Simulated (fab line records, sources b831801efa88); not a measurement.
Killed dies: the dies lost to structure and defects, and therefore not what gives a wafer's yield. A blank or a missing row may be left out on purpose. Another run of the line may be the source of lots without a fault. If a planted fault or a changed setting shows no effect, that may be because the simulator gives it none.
A struck lot beside a sound one    flow sky130    43 steps out of a route of 708
Sound: wafers L420.2, L420.5, L420.6. Struck: wafer L431.1. (L431.2, L431.3 of the same lot were not struck and are left out.) The cause comes at the end.
Per side, at each step with rows, come the tool, then ch with its chambers, and then its first start. Under that, the readings that differ: sound wafers    struck wafers    difference of the means    sigmas: that difference in standard deviations of wafers without a fault.
alike: words and numbers the same on both sides, and readings whose means are apart by under 2 such deviations; not compared: readings that were withheld, readings missing a value for some wafer, numbers with overlapping values and no deviation given by the record, and bounds like >300 which may hide the same value.
A row with sigmas, a row that says differs or no value, or rows on one side alone: a step with any of these is where the two part. Numbers that don't overlap but have no deviation are shown without sigmas and don't part them. A reading that every wafer of one side lacks parts them only if that side has two wafers or more.

first, 1 step without rows for these wafers: SKY_VT_ADJUST_HVTR_IMPLANT_09.
SKY_VT_ADJUST_HVTR_STRIP_10: strips in O2/N2.
  sound on plasmaAsher-04 ch 0,1, day 10 23:37; struck on plasmaAsher-04 ch 0, day 14 08:04
  alike: drypumpMotorCurrentA, oesProductAu, stripTimeToEndpointS
  not compared: rfHoursCounterH
SKY_VT_ADJUST_HVTR_TW_MEAS_11:
  sound on filmMetro-03, day 10 23:44; struck on filmMetro-04, day 14 08:10
  alike: VT_ADJUST_HVTR_TW
then, 7 steps without rows for these wafers: SKY_VT_ADJUST_PCH_DEHYDRATE_00 (time 60 s); SKY_VT_ADJUST_PCH_HMDS_01 (prime time 60 s); SKY_VT_ADJUST_PCH_COAT_02 (resist thk 3000 nm); SKY_VT_ADJUST_PCH_SOFTBAKE_03; SKY_VT_ADJUST_PCH_EXPOSE_04 (exposes mask NWM, target cd 840 nm); SKY_VT_ADJUST_PCH_PEB_05; SKY_VT_ADJUST_PCH_DEVELOP_06 (develop time 60 s).
SKY_VT_ADJUST_PCH_OVL_MEAS_07:
  sound on overlay-02, day 11 23:31; struck on overlay-02, day 15 10:25
  alike: VT_ADJUST_PCH_OVL
next, for these wafers, 1 step has no rows: SKY_VT_ADJUST_PCH_IMPLANT_08.
SKY_VT_ADJUST_PCH_STRIP_09: strips in O2/N2.
  sound on plasmaAsher-02 ch 0,1, day 11 23:42; struck on plasmaAsher-04 ch 0, day 15 10:36
  alike: drypumpMotorCurrentA, oesProductAu, stripTimeToEndpointS
  not compared: rfHoursCounterH
SKY_VT_ADJUST_PCH_TW_MEAS_10:
  sound on filmMetro-02, day 11 23:49; struck on filmMetro-03, day 15 10:42
  alike: VT_ADJUST_PCH_TW
then, 7 steps without rows for these wafers: SKY_SONOS_TUNNEL_DEHYDRATE_00 (time 60 s); SKY_SONOS_TUNNEL_HMDS_01 (prime time 60 s); SKY_SONOS_TUNNEL_COAT_02 (resist thk 1140 nm); SKY_SONOS_TUNNEL_SOFTBAKE_03 (time 60 s); SKY_SONOS_TUNNEL_EXPOSE_04 (exposes mask TUNM, target cd 410 nm); SKY_SONOS_TUNNEL_PEB_05; SKY_SONOS_TUNNEL_DEVELOP_06 (develop time 60 s).
SKY_SONOS_TUNNEL_CD_MEAS_07 targets a cd of 410 nm.
  sound on cdSem-02, day 12 23:59; struck on cdSem-02, day 16 13:53
  alike: cdNm
SKY_SONOS_TUNNEL_OVL_MEAS_08:
  sound on overlay-01, day 13 00:05; struck on overlay-01, day 16 14:00
  alike: SONOS_TUNNEL_OVL
then, 3 steps without rows for these wafers: SKY_SONOS_TUNNEL_IMPLANT_09; SKY_SONOS_TUNNEL_WET_ETCH_10 (etches SiO2 in dHF, target depth 14 nm, time 280 s); SKY_SONOS_TUNNEL_STRIP_11 (strips in SPM, time 600 s).
SKY_SONOS_TUNNEL_TW_MEAS_12:
  sound on filmMetro-02, day 13 00:33; struck on filmMetro-02, day 16 14:28
  alike: SONOS_TUNNEL_TW
then, 2 steps without rows for these wafers: SKY_SONOS_TUNNEL_CLEAN_13 (cleans in dHF, time 20 s); SKY_SONOS_ONO_OXIDATION_00 (stabilise 600 s, purge 300 s, target thk 2.6 nm).
SKY_SONOS_ONO_THK_MEAS_01:
  sound on filmMetro-02, day 13 03:38; struck on filmMetro-01, day 16 16:17
  alike: SONOS_ONO_OXIDATION_THK
then, 1 step without rows for these wafers: SKY_SONOS_ONO_CVD_02 (deposits Si3N4 from DCS/NH3, target thk 10.5 nm, time 180 s).
SKY_SONOS_ONO_THK_MEAS_03:
  sound on filmMetro-01, day 13 05:19; struck on filmMetro-02, day 16 17:23
  alike: SONOS_ONO_CVD_02_THK
then, 1 step without rows for these wafers: SKY_SONOS_ONO_CVD_04 (deposits SiO2 from SiH4/N2O, target thk 5.7199 nm).
SKY_SONOS_ONO_THK_MEAS_05:
  sound on filmMetro-02, day 13 06:37; struck on filmMetro-01, day 16 18:42
  alike: SONOS_ONO_CVD_04_THK
then, 7 steps without rows for these wafers: SKY_SONOS_ONO_DEHYDRATE_06 (time 60 s); SKY_SONOS_ONO_HMDS_07 (prime time 60 s); SKY_SONOS_ONO_COAT_08 (resist thk 1140 nm); SKY_SONOS_ONO_SOFTBAKE_09 (time 60 s); SKY_SONOS_ONO_EXPOSE_10 (exposes mask ONOM, target cd 410 nm); SKY_SONOS_ONO_PEB_11; SKY_SONOS_ONO_DEVELOP_12 (develop time 60 s).
SKY_SONOS_ONO_CD_MEAS_13 targets a cd of 410 nm.
  sound on cdSem-01, day 14 08:36; struck on cdSem-01, day 17 23:55
  alike: cdNm
-- record jumps: 32 days separate the struck wafers' starts on either side; left off in module SONOS_ONO, taken up again in module PAD_OPEN, whose first shown step is the route's number 708 --
SKY_PAD_OPEN_PROBE_99:
  only the struck wafers here have rows in the record (prober-02, day 49 13:44); the sound ones have none

WHERE THEY PART
At SKY_PAD_OPEN_PROBE_99 and nowhere else, as far as this record goes.

WHY: what the simulator had put in
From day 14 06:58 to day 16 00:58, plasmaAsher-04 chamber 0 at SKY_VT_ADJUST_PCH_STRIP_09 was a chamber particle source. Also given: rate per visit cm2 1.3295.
